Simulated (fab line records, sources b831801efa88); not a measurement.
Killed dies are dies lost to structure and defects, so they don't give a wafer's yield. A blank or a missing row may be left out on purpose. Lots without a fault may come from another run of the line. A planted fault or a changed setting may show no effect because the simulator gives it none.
Which tool did it? | flow sky130 | 12 lots, 36 wafers sampled, at 2 steps of a route of 708

WHAT THE GAUGES READ, wafer by wafer
SKY_VIA1_OVL_MEAS_13.
lot  | measured     | on         | VIA1_OVL (nm)
L075 | day 34 11:27 | overlay-02 | 0 -2 0
L077 | day 34 17:02 | overlay-02 | 9 9 6
L079 | day 35 16:40 | overlay-02 | -7 -11 -5
L081 | day 36 12:07 | overlay-02 | -7 -4 -1
L083 | day 36 21:10 | overlay-02 | 2 1 10
L085 | day 37 11:39 | overlay-01 | 8 2 1
L087 | day 38 02:58 | overlay-01 | 6 -3 7
L089 | day 38 16:32 | overlay-02 | 1 1 9
L091 | day 39 11:58 | overlay-01 | -2 0 0
L093 | day 39 23:04 | overlay-01 | 0 0 -7
L095 | day 40 12:50 | overlay-01 | -9 3 -8
L097 | day 41 13:10 | overlay-01 | -2 0 2

WHICH TOOL RAN EACH LOT (tool, then ch and the chambers of the sampled wafers, then the start)
lot  | SKY_VT_ADJUST_HVTR_STRIP_10
L075 | plasma_asher-03 ch 0,1, day 9 21:39
L077 | plasma_asher-01 ch 0, day 10 06:56
L079 | plasma_asher-01 ch 0,1, day 11 01:59
L081 | plasma_asher-02 ch 0,1, day 11 17:07
L083 | plasma_asher-01 ch 0,1, day 12 03:23
L085 | plasma_asher-01 ch 0,1, day 12 19:17
L087 | plasma_asher-03 ch 0,1, day 13 11:17
L089 | plasma_asher-03 ch 0,1, day 14 01:29
L091 | plasma_asher-01 ch 0,1, day 14 19:24
L093 | plasma_asher-01 ch 0,1, day 15 07:07
L095 | plasma_asher-02 ch 0,1, day 15 20:13
L097 | plasma_asher-02 ch 0,1, day 17 02:44
- SKY_VT_ADJUST_HVTR_STRIP_10: strips in O2/N2.

THE ANSWER, worked out from the rows above alone
Rule: what is usual is taken from the lots themselves. Put in order of their means at a reading, lots are off if they are a third of the lots or fewer, leave a main group of 4 or more, and stand apart from it by a gap of 3 or more times the standard deviation of the main group's means; of several such gaps the widest counts. A main group whose means are all the same, to the digits that the tables above print for the reading, isn't used. A lot without any number at a reading at which 4 lots or more have one is off too. The other lots that the step has rows for count as sound.
No lot is off at any reading shown: from this, nothing can be told.

WHAT THE SIMULATOR HAD PUT IN
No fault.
